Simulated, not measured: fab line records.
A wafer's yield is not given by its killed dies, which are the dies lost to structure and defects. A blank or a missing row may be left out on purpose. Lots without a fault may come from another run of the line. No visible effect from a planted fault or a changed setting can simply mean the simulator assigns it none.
fab line records | flow sky130
record: lots: 12 wafers: 36 last-day: 50
route steps=708 shown LI_CONTACT@385 CONTACT@408
lots that met no fault: taken from a fault-free run of the same line
start-h: the number of hours between the record's first day and the start of the first shown wafer of the lot | wait-h: how many hours have passed since the lot's step before this one | " as in the row above | L1.1+2: a single row standing in for several wafers | - either no value or no given start | * or withheld: withheld | < > ~ a bound
route shown NAME@n: a module of which the file shows steps, and the number in the route of the first | usual: average and standard deviation across the fault-free wafers | same: alike in all rows | chamber/n: place in a boat | sites: readings site by site | _std_site: the standard deviation of these | _edge_site: inner sites' mean taken away from outer sites' mean | radius-mm: for every site, how far away it sits from the centre of the wafer | mask NAME#n: copy n | behind: the most recent tool/chamber to have shaped the wafer | hold: cause of the lot's hold/its duration in hours/its outcome | device: names the non-switching transistor (n, p or np) | end of line: tests of these same wafers at the route's end | where a step has no rows: the recipe by itself | killed: dies lost to structure and defects at the first sort, not the wafer's yield | map: per-die view of a wafer (x killed, . not killed, _ where there is no die)
set.NAME: the run value of the setting; set.NAME@STEP: its run value at that earlier step | model.NAME: the simulator's own value behind a step, which no gauge read
the route's steps for a sample of lots (tables are steps, rows are wafers)
services: the hour from which a tool's chamber was out of use, counted from the record's first day as start-h (under 0 if before that day), plus the number of hours and why
== steps ==
step: SKY_LI_CONTACT_THK_MEAS_23
recipe: thk-meas-gauge: xrf reads: W_of_LI_CONTACT_CVD_21
usual: LI_CONTACT_W_THK: 395/6.9
columns lot.wafer tool chamber start-h wait-h LI_CONTACT_W_THK[nm]
L796.1 film-metro-01 - 675.24 0.1 392
L796.3 " - " " 401
L796.6 " - " " 393
L799.1 film-metro-01 - 709.47 0.1 405
L799.2 " - " " 402
L799.5 " - " " 399
L800.1 film-metro-02 - 712.04 0.1 381
L800.3 " - " " 383
L800.6 " - " " 383
L801.3 film-metro-04 - 725.41 0.1 407
L801.4 " - " " 406
L801.5 " - " " 406
L805.3 film-metro-02 - 756.23 0.1 398
L805.4 " - " " 394
L805.5 " - " " 393
L808.3 film-metro-04 - 789.26 0.1 396
L808.4 " - " " 394
L808.6 " - " " 388
L809.1 film-metro-01 - 790.13 0.1 395
L809.3 " - " " 399
L809.6 " - " " 402
L810.1 film-metro-04 - 804.89 0.1 405
L810.3 " - " " 407
L810.4 " - " " 401
L811.3 film-metro-02 - 811.51 0.1 391
L811.4 " - " " 400
L811.5 " - " " 399
L814.2 film-metro-01 - 825.10 0.1 383
L814.3 " - " " 386
L814.4 " - " " 389
L815.2 film-metro-01 - 829.27 0.1 389
L815.5 " - " " 383
L815.6 " - " " 392
L816.1 film-metro-01 - 848.06 0.1 401
L816.4 " - " " 402
L816.5 " - " " 403
step: SKY_CONTACT_HDPCVD_02
recipe: material: SiO2 target-thk-nm: 565 sigma-open-frac: 0.3 time-s: 94.2 temp-c: 600 sih4-flow-sccm: 60 pressure-mtorr: 6
usual: sih4-flow-sccm: 59.96/0.16
same: time-s: 94.2
columns lot.wafer tool chamber start-h wait-h sih4-flow-sccm
L796.1 hdpcvd-01 0 705.58 0.1 60.07
L796.3 " 2 " " 59.88
L796.6 " 1 " " 59.88
L799.1 hdpcvd-02 2 739.23 0.1 60.11
L799.2 " 0 " " 59.81
L799.5 " 0 " " 60.08
L800.1 hdpcvd-01 0 741.02 0.1 59.73
L800.3 " 1 " " 59.92
L800.6 " 1 " " 59.85
L801.3 hdpcvd-02 0 754.73 0.0 59.88
L801.4 " 2 " " 60.04
L801.5 " 1 " " 59.99
L805.3 hdpcvd-02 0 784.82 0.0 60.00
L805.4 " 2 " " 59.84
L805.5 " 0 " " 59.95
L808.3 hdpcvd-01 1 817.02 0.0 59.81
L808.4 " 0 " " 60.06
L808.6 " 2 " " 60.23
L809.1 hdpcvd-02 1 817.71 0.1 59.72
L809.3 " 2 " " 59.99
L809.6 " 0 " " 59.62
L810.1 hdpcvd-02 1 832.67 0.1 59.77
L810.3 " 2 " " 59.94
L810.4 " 1 " " 59.62
L811.3 hdpcvd-02 0 839.33 0.0 59.96
L811.4 " 2 " " 59.99
L811.5 " 0 " " 59.86
L814.2 hdpcvd-02 0 853.18 0.0 72.19
L814.3 " 2 " " 71.90
L814.4 " 2 " " 71.82
L815.2 hdpcvd-01 2 856.99 0.0 60.05
L815.5 " 1 " " 60.31
L815.6 " 0 " " 59.64
L816.1 hdpcvd-02 1 875.05 0.1 72.03
L816.4 " 0 " " 72.07
L816.5 " 1 " " 72.19
step: SKY_CONTACT_THK_MEAS_03
recipe: reads: SiO2_of_CONTACT_HDPCVD_02
usual: CONTACT_HDPCVD_THK: 566/6.4
columns lot.wafer tool chamber start-h wait-h CONTACT_HDPCVD_THK[nm]
L796.1 film-metro-02 - 705.65 0.0 562
L796.3 " - " " 577
L796.6 " - " " 577
L799.1 film-metro-04 - 739.30 0.0 564
L799.2 " - " " 554
L799.5 " - " " 559
L800.1 film-metro-03 - 741.09 0.0 557
L800.3 " - " " 572
L800.6 " - " " 566
L801.3 film-metro-02 - 754.82 0.1 559
L801.4 " - " " 566
L801.5 " - " " 568
L805.3 film-metro-02 - 784.91 0.1 560
L805.4 " - " " 562
L805.5 " - " " 559
L808.3 film-metro-04 - 817.11 0.1 573
L808.4 " - " " 574
L808.6 " - " " 573
L809.1 film-metro-03 - 817.78 0.0 558
L809.3 " - " " 561
L809.6 " - " " 556
L810.1 film-metro-03 - 832.74 0.0 566
L810.3 " - " " 566
L810.4 " - " " 566
L811.3 film-metro-04 - 839.42 0.1 561
L811.4 " - " " 578
L811.5 " - " " 567
L814.2 film-metro-02 - 853.26 0.0 679
L814.3 " - " " 686
L814.4 " - " " 687
L815.2 film-metro-02 - 857.07 0.0 564
L815.5 " - " " 564
L815.6 " - " " 561
L816.1 film-metro-02 - 875.12 0.0 674
L816.4 " - " " 671
L816.5 " - " " 667
step: SKY_CONTACT_CMP_04
recipe: material: SiO2 down-force-psi: 4 platen-rpm: 60 pad-velocity-m-s: 0.94248
usual: motor-current-A: 11.3/1.3 time-to-endpoint-s: 83/4.6
columns lot.wafer tool chamber start-h wait-h motor-current-A time-to-endpoint-s
L796.3 cmp-01 1 705.71 0.0 9.6 83
L796.1 " 2 " " 9.7 79
L796.6 " 1 " " 9.7 82
L799.2 cmp-01 1 739.36 0.0 9.7 77
L799.1 " 2 " " 10.2 86
L799.5 " 2 " " 10.3 80
L800.1 cmp-01 3 742.12 1.0 11.6 76
L800.3 " 2 " " 9.4 87
L800.6 " 0 " " 12.3 78
L801.4 cmp-02 3 754.91 0.1 12.5 79
L801.3 " 0 " " 10.4 79
L801.5 " 3 " " 12.9 83
L805.3 cmp-02 2 784.95 0.0 13.5 76
L805.4 " 1 " " 11.5 83
L805.5 " 2 " " 14.2 79
L808.3 cmp-01 1 817.26 0.1 9.4 88
L808.4 " 2 " " 10.1 89
L808.6 " 3 " " 12.0 81
L809.3 cmp-02 3 817.84 0.0 13.0 83
L809.1 " 1 " " 11.3 84
L809.6 " 0 " " 9.6 77
L810.3 cmp-01 1 832.86 0.1 9.7 88
L810.4 " 2 " " 10.1 91
L810.1 " 3 " " 12.1 84
L811.3 cmp-01 1 839.46 0.0 9.1 88
L811.4 " 3 " " 11.6 91
L811.5 " 1 " " 9.3 87
L814.4 cmp-02 3 853.31 0.0 13.3 130
L814.3 " 0 " " 10.0 129
L814.2 " 2 " " 13.6 121
L815.2 cmp-01 0 857.27 0.2 12.2 82
L815.5 " 1 " " 9.8 88
L815.6 " 2 " " 10.5 89
L816.4 cmp-01 3 875.23 0.1 11.1 125
L816.1 " 0 " " 12.4 127
L816.5 " 2 " " 10.1 132
step: SKY_CONTACT_CD_MEAS_14
recipe: target-cd-nm: 170
usual: cd-nm: 170.3/1.3
columns lot.wafer tool chamber start-h wait-h cd-nm
L796.1 cd-sem-01 - 734.00 - 169.3
L796.3 " - " " 169.2
L796.6 " - " " 168.6
L799.1 cd-sem-01 - 766.94 - 170.0
L799.2 " - " " 169.1
L799.5 " - " " 168.8
L800.1 cd-sem-02 - 769.18 - 170.1
L800.3 " - " " 168.8
L800.6 " - " " 169.1
L801.3 cd-sem-01 - 782.14 - 171.6
L801.4 " - " " 171.9
L801.5 " - " " 171.9
L805.3 cd-sem-02 - 812.14 - 171.7
L805.4 " - " " 171.2
L805.5 " - " " 171.3
L808.3 cd-sem-02 - 843.82 - 172.8
L808.4 " - " " 171.5
L808.6 " - " " 171.5
L809.1 cd-sem-01 - 844.45 - 168.4
L809.3 " - " " 167.6
L809.6 " - " " 169.6
L810.1 cd-sem-02 - 859.08 - 169.4
L810.3 " - " " 168.5
L810.4 " - " " 169.4
L811.3 cd-sem-02 - 865.71 - 166.9
L811.4 " - " " 167.5
L811.5 " - " " 168.8
L814.2 cd-sem-02 - 879.22 - 170.8
L814.3 " - " " 171.0
L814.4 " - " " 171.2
L815.2 cd-sem-01 - 883.55 - 170.8
L815.5 " - " " 170.2
L815.6 " - " " 169.2
L816.1 cd-sem-01 - 901.07 - 171.9
L816.4 " - " " 172.2
L816.5 " - " " 170.9
step: SKY_CONTACT_ETCH_17
recipe: target: SiO2 chemistry: C4F8/O2/Ar stop-on: Si3N4 mask-material: KrF-thick source-w: 1500 bias-w: 1200 pressure-mtorr: 40 c4f8-flow-sccm: withheld O2_flow_sccm: 6 Ar_flow_sccm: 300 time-s: withheld target-depth-a: 3400
usual: chamber-pressure-mTorr: 40.00/0.033 oes-product-au: 0.892/0.0045
columns lot.wafer tool chamber start-h wait-h chamber-pressure-mTorr oes-product-au
L796.1 rie-diel-03 2 734.20 0.0 39.98 0.893
L796.3 " 0 " " 40.02 0.893
L796.6 " 1 " " 40.05 0.898
L799.1 rie-diel-03 2 767.14 0.0 40.06 0.894
L799.2 " 3 " " 40.00 0.896
L799.5 " 0 " " 40.01 0.893
L800.1 rie-diel-03 2 769.37 0.0 40.00 0.898
L800.3 " 1 " " 40.02 0.887
L800.6 " 0 " " 40.00 0.901
L801.3 rie-diel-03 3 782.30 0.0 40.04 0.889
L801.4 " 1 " " 39.99 0.890
L801.5 " 3 " " 40.08 0.887
L805.3 rie-diel-03 0 812.30 0.0 40.01 0.883
L805.4 " 2 " " 40.03 0.892
L805.5 " 2 " " 39.93 0.890
L808.3 rie-diel-01 0 843.98 0.0 39.97 0.888
L808.4 " 2 " " 39.98 0.899
L808.6 " 0 " " 40.05 0.890
L809.1 rie-diel-03 1 844.65 0.0 40.06 0.897
L809.3 " 2 " " 40.02 0.891
L809.6 " 2 " " 39.99 0.892
L810.1 rie-diel-03 3 859.28 0.0 40.08 0.894
L810.3 " 1 " " 39.98 0.891
L810.4 " 2 " " 40.01 0.887
L811.3 rie-diel-02 1 865.87 0.0 40.03 0.892
L811.4 " 2 " " 40.03 0.898
L811.5 " 1 " " 39.98 0.892
L814.2 rie-diel-01 2 879.40 0.0 39.95 0.891
L814.3 " 0 " " 40.06 0.900
L814.4 " 1 " " 40.03 0.892
L815.2 rie-diel-03 2 883.73 0.0 40.04 0.897
L815.5 " 3 " " 40.02 0.897
L815.6 " 2 " " 40.10 0.900
L816.1 rie-diel-02 3 901.27 0.0 40.00 0.896
L816.4 " 0 " " 40.05 0.897
L816.5 " 2 " " 39.96 0.894
== services ==
columns tool chamber start-h hours kind
rie-diel-02 2 688.56 6.0 repair
cmp-02 - 691.95 0.4 repair
rie-diel-01 0 715.21 4.3 repair
rie-diel-01 - 717.78 0.1 repair
cmp-02 - 722.96 15.3 repair
cmp-02 - 738.29 6.2 pm
rie-diel-01 - 739.25 0.5 repair
rie-diel-01 3 743.18 12.9 repair
rie-diel-03 0 743.29 3.9 repair
cmp-02 - 748.54 4.0 pm
hdpcvd-01 2 754.87 3.5 repair
cmp-02 - 759.53 2.6 repair
cmp-01 - 762.41 21.0 pm
hdpcvd-01 - 779.70 5.5 pm
cmp-01 - 792.25 5.1 pm
cmp-01 - 798.81 1.1 repair
rie-diel-03 3 830.92 19.2 repair
hdpcvd-01 - 838.57 1.1 repair
hdpcvd-01 - 848.31 6.0 pm
rie-diel-03 2 848.33 6.5 repair
cmp-01 - 848.83 0.5 repair
cmp-01 - 871.80 1.1 repair
hdpcvd-01 1 886.89 3.7 repair
cmp-01 - 898.04 2.2 repair
== key ==
first-sign: step: SKY_CONTACT_HDPCVD_02 reading: sih4-flow-sccm direction: up sigmas: 74 usual: 59.96 struck: 72.03
effect: step: SKY_CONTACT_THK_MEAS_03 reading: CONTACT_HDPCVD_THK direction: up sigmas: 17 usual: 566 struck: 677
effect: step: SKY_CONTACT_CMP_04 reading: time-to-endpoint-s direction: up sigmas: 9.7 usual: * struck: *
met-at SKY_CONTACT_HDPCVD_02
struck-lots L814,L816
tester-left-out L814,L816
not-acting-at SKY_LI_CONTACT_THK_MEAS_23,SKY_CONTACT_CD_MEAS_14,SKY_CONTACT_ETCH_17
onset-between 839.33 853.18
fault: kind: process-parameter-drift tool: hdpcvd-02 chamber: - onset-h: 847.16 steps: SKY_CONTACT_HDPCVD_02 channel: sih4-flow-sccm offset: 12 shape: step end-h: 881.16 acts-in: these-recipes-only stated: 60
tester-left-out: of these lots the tester's yield and bins aren't shown, on N5 and GAA mostly nor the transistor test; their killed dies are dies lost to structure and defects alone, not to doping, threshold or leakage, so they don't give the yield
